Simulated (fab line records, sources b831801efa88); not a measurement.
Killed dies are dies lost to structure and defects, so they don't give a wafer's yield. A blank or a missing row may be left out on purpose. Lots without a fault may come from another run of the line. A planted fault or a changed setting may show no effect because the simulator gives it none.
A struck lot beside a sound one | flow gf180mcu | 14 steps out of a route of 602
Sound: wafers L567.4, L567.5, L567.6. Struck: wafers L571.2, L571.5, L571.6. The cause comes at the end.
At each step with rows: each side's tool, then ch and its chambers, then its first start. Under that, the readings that differ: sound wafers | struck wafers | difference of the means | sigmas: that difference in standard deviations of wafers without a fault.
alike: readings whose means differ by less than 2 such deviations, and words and numbers that are the same on both sides. not compared: withheld readings, readings that some wafer has no value for, bounds like >300 that may hide the same value, and numbers for which the record gives no deviation and whose values overlap.
The two part at a step that has a row with sigmas, a row that says differs or no value, or rows on one side only. Numbers that don't overlap but have no deviation are shown without sigmas and don't part them. A reading that every wafer of one side lacks parts them only if that side has two wafers or more.

GF_TOP_METAL_SPUTTER_01: material TiN, target thk 30 nm, time 25 s.
  sound on pvd_sputter-02, day 28 00:51; struck on pvd_sputter-01, day 29 23:29
  alike: throttle_valve_pct
GF_TOP_METAL_SPUTTER_02: material AlCu, target thk 900 nm, time 47.82 s.
  sound on pvd_sputter-02, day 28 00:53; struck on pvd_sputter-01, day 29 23:31
  alike: throttle_valve_pct
GF_TOP_METAL_SPUTTER_03: material Ti, target thk 5 nm, time 3.3 s.
  sound on pvd_sputter-02, day 28 00:55; struck on pvd_sputter-01, day 29 23:34
  alike: throttle_valve_pct
GF_TOP_METAL_SPUTTER_04: material TiN, target thk 25 nm, time 20.8 s.
  sound on pvd_sputter-02, day 28 00:56; struck on pvd_sputter-01, day 29 23:35
  alike: throttle_valve_pct
GF_TOP_METAL_RS_MEAS_05: measures by four-point-probe.
  sound on film_metro-03, day 28 01:01; struck on film_metro-01, day 29 23:38
  alike: TOP_METAL_ALCU_RS
GF_TOP_METAL_THK_MEAS_06: measures by xrf.
  sound on film_metro-03, day 28 01:06; struck on film_metro-01, day 29 23:44
  alike: TOP_METAL_ALCU_THK
then, 6 steps without rows for these wafers: GF_TOP_METAL_DEHYDRATE_07 (time 60 s); GF_TOP_METAL_HMDS_08 (prime time 60 s); GF_TOP_METAL_COAT_09 (resist thk 1500 nm); GF_TOP_METAL_SOFTBAKE_10 (time 60 s); GF_TOP_METAL_EXPOSE_11 (exposes mask MetalTop, target cd 440 nm); GF_TOP_METAL_PEB_12.
GF_TOP_METAL_DEVELOP_13: develop time 60 s.
  sound on litho_track-02 ch 0, day 28 20:07; struck on litho_track-01, day 30 18:10
  no value came back on the struck wafers for chill_plate_temp_C (C), develop_time_s (s); on the sound wafers chill_plate_temp_C (C) reads 23.02 22.85 22.98
GF_TOP_METAL_CD_MEAS_14: target cd 440 nm.
  sound on cd_sem-01, day 28 20:16; struck on cd_sem-02, day 30 18:18
  reading    | sound             | struck | difference                    | sigmas
  cd_nm (nm) | 441.8 443.0 444.1 | - - -  | no value on the struck wafers |

WHERE THEY PART
First at GF_TOP_METAL_DEVELOP_13; last, within this record, at GF_TOP_METAL_CD_MEAS_14.

WHY: what the simulator had put in
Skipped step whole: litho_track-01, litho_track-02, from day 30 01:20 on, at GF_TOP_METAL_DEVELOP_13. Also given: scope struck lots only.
